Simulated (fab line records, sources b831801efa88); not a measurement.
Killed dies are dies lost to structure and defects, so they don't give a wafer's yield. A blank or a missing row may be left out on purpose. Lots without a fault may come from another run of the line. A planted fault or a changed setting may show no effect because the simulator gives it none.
Problem report in the 8D (eight disciplines) form, filled by code | flow sky130 | the parts of the form that need people (team, actions taken, sign-off) are left out

1. THE PROBLEM
GATE_OXIDE_OXIDATION_00_THK at SKY_GATE_OXIDE_THK_MEAS_02 reads a mean of 11.85 nm on 6 wafers of 2 lots; wafers without a fault read 10.34 nm with a standard deviation of 0.18. That is +8.4 standard deviations from the usual mean.
First seen on wafer L433.1, day 16 04:07, on film_metro-01. The record holds 36 wafers of 12 lots with a number at this step. Rule for "out", or "out of limits": more than 4 standard deviations from the usual mean. The other wafers with a number count as sound.

2. WHAT IT IS AND WHAT IT IS NOT
question                    | is                           | is not
which readings at this step | GATE_OXIDE_OXIDATION_00_THK  | -
which lots                  | L433, L434                   | L423, L424, L425, L426, L429, L439, L441, L443, L444, L445
which wafers of those lots  | all that have a number       | -
read on which gauges        | film_metro-01, film_metro-02 | film_metro-04
when                        | from day 16 04:07            | up to then (15 sound wafers); but 15 sound wafers of L439, L441, L443, L444, L445 came after

3. SUSPECTS, AND WHAT RULES EACH OUT
Counting: a tool at a process step up to the reading stays a suspect if it ran every lot that is out and no sound lot after the first of them.
- the gauge at SKY_GATE_OXIDE_THK_MEAS_02: ruled out. The wafers that are out were read on 2 gauges (film_metro-01, film_metro-02).
- furnace-02 at SKY_GATE_OXIDE_OXIDATION_01 (stabilise 600 s, purge 300 s, target thk 10.268 nm): ruled out as a lasting fault. Sound lots L443, L444 ran on it after its first lot that is out, L433 (day 16 02:43).
Left after counting: nothing in the record.

4. THE CAUSE (what the simulator had put in)
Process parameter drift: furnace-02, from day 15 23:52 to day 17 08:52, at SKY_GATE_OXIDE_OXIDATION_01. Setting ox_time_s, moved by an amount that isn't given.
Counting ruled it out, wrongly: the rule takes a fault to strike every lot that its tool runs from its start on, and this one did not.

5. THE CHAIN OF EFFECTS, in route order
Each row: a reading whose mean over the struck wafers that have a number lies more than 3 standard deviations from the usual. Only readings for which the record gives a usual standard deviation are gone through. hours: the time from each lot's start at the first step in this table that gives one to its start at this step, as a median over the lots. sigmas: the change in usual standard deviations.
hours | step                       | reading                     | usual    | on struck wafers | change | sigmas
0     | SKY_GATE_OXIDE_THK_MEAS_02 | GATE_OXIDE_OXIDATION_00_THK | 10.34 nm | 11.85            | +1.51  | +8.4

6. WHAT WOULD HAVE CAUGHT IT SOONER
In this record the first reading out of limits at a measuring or inspecting step was taken at day 16 04:07, 4 hours after the fault began at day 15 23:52.
